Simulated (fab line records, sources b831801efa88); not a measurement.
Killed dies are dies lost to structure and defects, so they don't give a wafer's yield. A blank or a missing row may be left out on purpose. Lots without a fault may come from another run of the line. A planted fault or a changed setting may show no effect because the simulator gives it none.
A sampling plan put to the test | flow gf180mcu | one fab line, 5 faults that these records tell of, each judged on the records of the lots that it struck
The plan is the line's own looks: the steps of the route at which a gauge or an inspection reads the wafer and doesn't change it. A look can be judged if struck wafers have a number there and the file gives its usual mean and standard deviation on fault-free wafers. Caught: at a look after the fault's first step, the mean of the struck wafers lies 4 or more of those standard deviations (sigma) from the usual mean. On the tool: the same test on the tool's own readings at the fault's steps. Another recipe on the struck wafers, or a record that is blank for them alone, also counts as caught.

THE FAULTS, as the simulator had put them in
1. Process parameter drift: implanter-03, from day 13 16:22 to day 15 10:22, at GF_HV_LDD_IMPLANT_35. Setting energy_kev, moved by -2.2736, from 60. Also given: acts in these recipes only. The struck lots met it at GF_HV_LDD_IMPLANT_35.
2. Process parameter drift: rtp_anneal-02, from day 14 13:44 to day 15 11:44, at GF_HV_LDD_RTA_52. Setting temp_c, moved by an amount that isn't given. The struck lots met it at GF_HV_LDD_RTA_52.
3. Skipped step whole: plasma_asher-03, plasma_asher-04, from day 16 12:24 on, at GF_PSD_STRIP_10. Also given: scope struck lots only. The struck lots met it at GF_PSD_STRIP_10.
4. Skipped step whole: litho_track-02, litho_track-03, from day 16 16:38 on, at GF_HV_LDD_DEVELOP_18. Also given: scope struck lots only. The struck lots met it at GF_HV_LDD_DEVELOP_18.
5. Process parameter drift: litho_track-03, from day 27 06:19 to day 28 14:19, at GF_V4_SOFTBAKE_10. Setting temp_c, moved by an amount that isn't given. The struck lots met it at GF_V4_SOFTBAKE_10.

WHAT THE PLAN SAW
fault | on the tool itself                               | first look that catches it                   | reading, sigma                             | median hours from its first step to that look | hours from the fault's start to the first struck lot there | judged looks passed uncaught
1     | beam_energy_keV -99 or beyond sigma              | no look after it can be judged               | -                                          | -                                             | -                                                          | 0
2     | wafer_temp_C_max -67 sigma                       | no look after it can be judged               | -                                          | -                                             | -                                                          | 0
3     | the tool's record is blank for the struck wafers | no look after it can be judged               | -                                          | -                                             | -                                                          | 0
4     | the tool's record is blank for the struck wafers | not the one look that can be judged after it | -                                          | -                                             | -                                                          | 1
5     | heater_power_total_W -27 sigma                   | not the one look that can be judged after it | strongest: cd_nm at GF_V4_CD_MEAS_14, -2.6 | -                                             | -                                                          | 1
A dash: the fault isn't caught, or these records don't give the number.

Caught at a look: 0 of 5. Caught on the tool: 5 of 5. By one or the other: 5 of 5.
Caught on the tool alone: faults 1, 2, 3, 4, 5.
